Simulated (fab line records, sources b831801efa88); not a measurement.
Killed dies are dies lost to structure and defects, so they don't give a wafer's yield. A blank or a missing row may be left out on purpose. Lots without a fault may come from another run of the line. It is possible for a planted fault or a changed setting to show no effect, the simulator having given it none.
What tool caused it? | flow gf180mcu | 14 lots, 42 wafers sampled, at 3 steps of a route of 602

== WHAT THE GAUGES READ, wafer by wafer ==
GF_POLY_GATE_THK_MEAS_01. Usual: POLY_GATE_CVD_00_THK gives 200.6 nm (standard deviation 2.2).
lot  | measured     | on            | POLY_GATE_CVD_00_THK (nm) | flag
L867 | day 8 20:57  | film metro-02 | 205.1 203.2 205.2         |
L868 | day 9 01:07  | film metro-03 | 201.2 201.3 201.5         |
L869 | day 9 11:37  | film metro-02 | 196.3 196.1 196.6         |
L870 | day 9 17:52  | film metro-02 | 201.6 201.7 201.8         |
L871 | day 9 23:36  | film metro-01 | 198.6 198.5 199.0         |
L873 | day 10 10:46 | film metro-03 | 200.3 200.1 202.5         |
L874 | day 10 15:51 | film metro-01 | 199.1 200.3 201.8         |
L875 | day 11 00:57 | film metro-02 | 203.9 203.7 202.5         |
L876 | day 11 10:20 | film metro-02 | 200.9 199.9 199.6         |
L877 | day 11 15:14 | film metro-01 | 199.2 200.4 200.0         |
L878 | day 11 19:25 | film metro-02 | 202.2 201.3 200.9         |
L880 | day 12 11:11 | film metro-02 | 202.4 200.9 201.8         |
L881 | day 12 21:03 | film metro-01 | 200.6 203.1 203.7         |
L885 | day 13 23:23 | film metro-02 | 203.0 202.3 204.6         |

GF_M2_RS_MEAS_05: the measuring method here is four-point-probe. Usual: M2_ALCU_RS gives 0.0694 ohm/sq (standard deviation 0.00091).
lot  | measured     | on            | M2_ALCU_RS (ohm/sq)  | flag
L867 | day 18 11:57 | film metro-03 | 0.0696 0.0705 0.0709 |
L868 | day 18 19:24 | film metro-02 | 0.0711 0.0702 0.0713 |
L869 | day 19 10:41 | film metro-01 | 0.0709 0.0695 0.0697 |
L870 | day 19 18:27 | film metro-02 | 0.0691 0.0691 0.0687 |
L871 | day 20 04:26 | film metro-02 | 0.0683 0.0696 0.0697 |
L873 | day 20 18:10 | film metro-03 | 0.0698 0.0695 0.0717 |
L874 | day 21 02:29 | film metro-03 | 0.0692 0.0697 0.0690 |
L875 | day 21 15:43 | film metro-02 | 0.0691 0.0703 0.0704 |
L876 | day 22 00:55 | film metro-03 | 0.0686 0.0682 0.0701 |
L877 | day 22 06:31 | film metro-02 | 0.0692 0.0678 0.0695 |
L878 | day 22 13:19 | film metro-02 | 0.0696 0.0717 0.0721 |
L880 | day 23 08:28 | film metro-02 | 0.0683 0.0690 0.0696 |
L881 | day 23 17:48 | film metro-03 | 0.0677 0.0699 0.0695 |
L885 | day 24 22:45 | film metro-03 | 0.0691 0.0703 0.0681 |

== TOOL THAT RAN EACH LOT (tool first, then ch and the chambers of the sampled wafers, then the start) ==
lot  | GF_HV_LDD_CVD_56
L867 | lpcvd-02 ch 0, day 12 18:34
L868 | lpcvd-01 ch 1, day 13 02:01
L869 | lpcvd-02 ch 1, day 13 13:52
L870 | lpcvd-01 ch 0, day 13 20:31
L871 | lpcvd-02 ch 1, day 14 04:52
L873 | lpcvd-02 ch 0, day 14 16:33
L874 | lpcvd-02 ch 0, day 14 22:39
L875 | lpcvd-02 ch 1, day 15 10:14
L876 | lpcvd-01 ch 1, day 15 18:49
L877 | lpcvd-01 ch 1, day 16 01:49
L878 | lpcvd-02 ch 1, day 16 06:52
L880 | lpcvd-01 ch 1, day 17 01:52
L881 | lpcvd-01 ch 0, day 17 11:32
L885 | lpcvd-01 ch 1, day 18 17:34
- GF_HV_LDD_CVD_56: deposits Si3N4 from DCS/NH3, target thk 90 nm, time 1543 s.

== AS READ BY THE TOOLS THEMSELVES (means over the sampled wafers that have a number; for cases with no such wafer, the mark the record gives instead) ==
GF_HV_LDD_CVD_56. Usual: zone power centre pct reads 13.0 % (standard deviation 0.74).
lot  | tool     | zone power centre pct (%) | flag
L867 | lpcvd-02 | 13.3                      |
L868 | lpcvd-01 | 12.8                      |
L869 | lpcvd-02 | 12.2                      |
L870 | lpcvd-01 | 14.5                      |
L871 | lpcvd-02 | 12.1                      |
L873 | lpcvd-02 | 13.1                      |
L874 | lpcvd-02 | 13.2                      |
L875 | lpcvd-02 | 12.1                      |
L876 | lpcvd-01 | 12.9                      |
L877 | lpcvd-01 | 12.8                      |
L878 | lpcvd-02 | 12.2                      |
L880 | lpcvd-01 | 12.8                      |
L881 | lpcvd-01 | 14.7                      |
L885 | lpcvd-01 | 12.8                      |

== THE ANSWER, worked out from the rows above alone ==
Rule: take the mean of a lot's wafers that have a number; if it is more than 3 standard deviations from the usual mean, the lot is off. A lot without any number at a reading at which 4 lots or more have one is off too. Where the step has rows for the other lots, those lots are counted as sound. After the gauges, taken in route order, come the tools' own readings; for these a lot's mean is taken, as printed above. The first step at which some lot is off is used, and at that step the reading that is off furthest; a lot without a number counts as furthest.
No lot is off on any of the readings shown, so nothing can be concluded from this.

== WHAT THE SIMULATOR HAD INSERTED ==
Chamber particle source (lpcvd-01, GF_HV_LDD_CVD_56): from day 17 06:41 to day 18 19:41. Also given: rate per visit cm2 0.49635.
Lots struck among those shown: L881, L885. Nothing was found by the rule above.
